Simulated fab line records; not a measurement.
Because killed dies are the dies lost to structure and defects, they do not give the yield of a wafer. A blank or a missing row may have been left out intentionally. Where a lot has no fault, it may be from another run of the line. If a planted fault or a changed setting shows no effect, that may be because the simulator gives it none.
Chamber matching :: flow sfqLine :: SFQ_TRILAYER_I0_DEP_PECVD_027 on pecvd-03 has 3 sister chambers
The step deposits SiO2 from SiH4/N2O, time 111.11 s, target thk 500 nm. 3 wafers are shown with their chamber, then 7 later ones without.

## EACH WAFER AND ITS CHAMBER
wafer: L218.6
chamber: 2
throttleValvePct (%): 24.4

wafer: L234.2
chamber: 0
throttleValvePct (%): 22.4

wafer: L234.3
chamber: 1
throttleValvePct (%): 23.0

## WAFERS WHOSE CHAMBER IS MISSING
wafer: L234.4
throttleValvePct (%): 22.4

wafer: L235.1
throttleValvePct (%): 24.7

wafer: L235.3
throttleValvePct (%): 22.3

wafer: L235.4
throttleValvePct (%): 22.4

wafer: L236.2
throttleValvePct (%): 22.4

wafer: L236.5
throttleValvePct (%): 22.6

wafer: L236.6
throttleValvePct (%): 23.1

## THE CHAMBER EACH PASSED THROUGH
wafer: L234.4
from the rows above: 0
in truth: 0

wafer: L235.1
from the rows above: 2
in truth: 2

wafer: L235.3
from the rows above: 0
in truth: 0

wafer: L235.4
from the rows above: 0
in truth: 0

wafer: L236.2
from the rows above: 0
in truth: 0

wafer: L236.5
from the rows above: can't be placed: 0 or 1
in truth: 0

wafer: L236.6
from the rows above: 1
in truth: 1
Placed correctly: 6 of 7. Cannot be placed on the basis of these rows: 1; the candidates contain the true chamber in 1. Placed wrongly: 0.
How it was worked out, from the rows above alone: a wafer's distance from a chamber is the root of the sum, over the readings, of the square of ((its reading less the chamber's mean) divided by the reading's scatter). The wafer belongs to the nearest chamber; if the next one is less than 2 further off, it can't be placed. Each chamber's mean is taken over the wafers shown for it. The scatter: with one shown wafer a chamber, the root of the mean of the squares of how far each hidden wafer lies from its nearest shown one.
